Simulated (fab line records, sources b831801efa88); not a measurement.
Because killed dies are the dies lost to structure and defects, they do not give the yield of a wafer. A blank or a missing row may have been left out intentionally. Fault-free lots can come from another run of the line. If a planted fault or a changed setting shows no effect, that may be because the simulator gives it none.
Comparing a struck lot with a sound one ; flow sky130 ; 22 steps out of a route of 708
Sound: these wafers, L487.1, L487.3, L487.6. Wafers L479.1, L479.5, L479.6 were the ones struck. Last of all comes the cause.
For every step that has rows: the tool of each side, followed by ch and its chambers, followed by its first start. Under that, the readings that differ: sound wafers ; struck wafers ; difference of the means ; sigmas: that difference in standard deviations of wafers without a fault.
alike: same words and numbers on both sides, and readings whose means sit less than 2 such deviations apart. not compared: any withheld reading, any reading some wafer has no value for, any bound like >300 that may hide the same value, and any number with overlapping values for which the record gives no deviation.
A row with sigmas, a row that says differs or no value, or rows on one side alone: a step with any of these is where the two part. When numbers do not overlap yet have no deviation, they are printed without sigmas and do not part them. Lack of a reading on every wafer of one side parts them only where that side has two or more wafers.

first, 1 step without rows for these wafers: SKY_POLY_GATE_OXIDATION_20 (stabilise 600 s, purge 300 s, target thk 4 nm).
SKY_POLY_GATE_THK_MEAS_21:
  sound on film_metro-02 at day 23 02:19; struck on film_metro-01 at day 20 07:43
  alike: POLY_GATE_OXIDATION_THK
SKY_POLY_GATE_CD_MEAS_22:
  sound on cd_sem-02 at day 23 02:22; struck on cd_sem-02 at day 20 07:47
  alike: cd_nm
then, 7 steps without rows for these wafers: SKY_LDD_N_DEHYDRATE_00 (time 60 s); SKY_LDD_N_HMDS_01 (prime time 60 s); SKY_LDD_N_COAT_02 (resist thk 300 nm); SKY_LDD_N_SOFTBAKE_03 (time 60 s); SKY_LDD_N_EXPOSE_04 (exposes mask NTM, target cd 840 nm); SKY_LDD_N_PEB_05; SKY_LDD_N_DEVELOP_06 (develop time 60 s).
SKY_LDD_N_OVL_MEAS_07:
  sound on overlay-02 at day 24 08:26; struck on overlay-01 at day 21 14:53
  alike: LDD_N_OVL
then, 1 step without rows for these wafers: SKY_LDD_N_IMPLANT_08.
SKY_LDD_N_IMPLANT_09:
  sound on implanter-02 ch 0, day 24 08:38; struck on implanter-02 ch 0, day 21 15:04
reading;sound;struck;difference;sigmas
dose_ions_cm2;7.502e+13 7.499e+13 7.495e+13;1.161e+13 1.16e+13 1.152e+13;-6.341e+13;-99 or more
faraday_current_uA;427 429 419;65 64 66;-360;-43
  alike: end_station_pressure_torr
then, 6 steps without rows for these wafers: SKY_LDD_N_IMPLANT_10; SKY_LDD_N_IMPLANT_11; SKY_LDD_N_IMPLANT_12; SKY_LDD_N_IMPLANT_13; SKY_LDD_N_IMPLANT_14; SKY_LDD_N_IMPLANT_15.
SKY_LDD_N_STRIP_16: strips in O2/N2.
  sound on plasma_asher-01 ch 0,1, day 24 09:41; struck on plasma_asher-02 ch 0,1, day 21 16:07
reading;sound;struck;difference;sigmas
strip_time_to_endpoint_s (s);4.290 4.298 4.301;4.178 4.178 4.140;-0.131;-9
  alike: drypump_motor_current_A, oes_product_au
  not compared: rf_hours_counter_h
SKY_LDD_N_TW_MEAS_17:
  sound on film_metro-01 at day 24 09:47; struck on film_metro-03 at day 21 16:13
  alike: LDD_N_TW
-- a jump in the record: the struck wafers' starts before and after are 26 days apart (it breaks off in module LDD_N and resumes in module PAD_OPEN, where the first step shown is number 708 of the route) --
SKY_PAD_OPEN_PROBE_99:
  sound on prober-02 at day 50 00:22; struck on prober-02 at day 48 02:03
reading;sound;struck;difference;sigmas
killed_at_other;0 1 2;0 0 0;-1;-2
model.etest.tip_n.rs_ohm_sq;440.4 438.3 438.9;519.8 519.9 520.8;+81.0;
model.etest.nfet_01v8.r_on_ohm_um;798.1 810.2 818;857.2 870.9 872.8;+58.2;
model.etest.nfet_01v8_swapped.vt_sat_v (V);0.6386 0.6508 0.6321;0.667 0.6756 0.6782;+0.033;
model.etest.nfet_01v8_turned.vt_v (V);0.6905 0.6979 0.6879;0.7109 0.7159 0.7185;+0.0230;
model.etest.nfet_01v8_lvt.vt_v (V);0.605 0.6085 0.5982;0.6159 0.626 0.6241;+0.0181;
  alike: killed_at_M0_to_M3, killed_at_M4_up, killed_at_contacts, killed_at_front_end, killed_dies, killed_open, killed_short

WHERE THEY PART
First at SKY_LDD_N_IMPLANT_09; last, within this record, at SKY_PAD_OPEN_PROBE_99.

WHY: what had been put in by the simulator
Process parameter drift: implanter-02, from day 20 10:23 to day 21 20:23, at SKY_LDD_N_IMPLANT_09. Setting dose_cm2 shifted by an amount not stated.
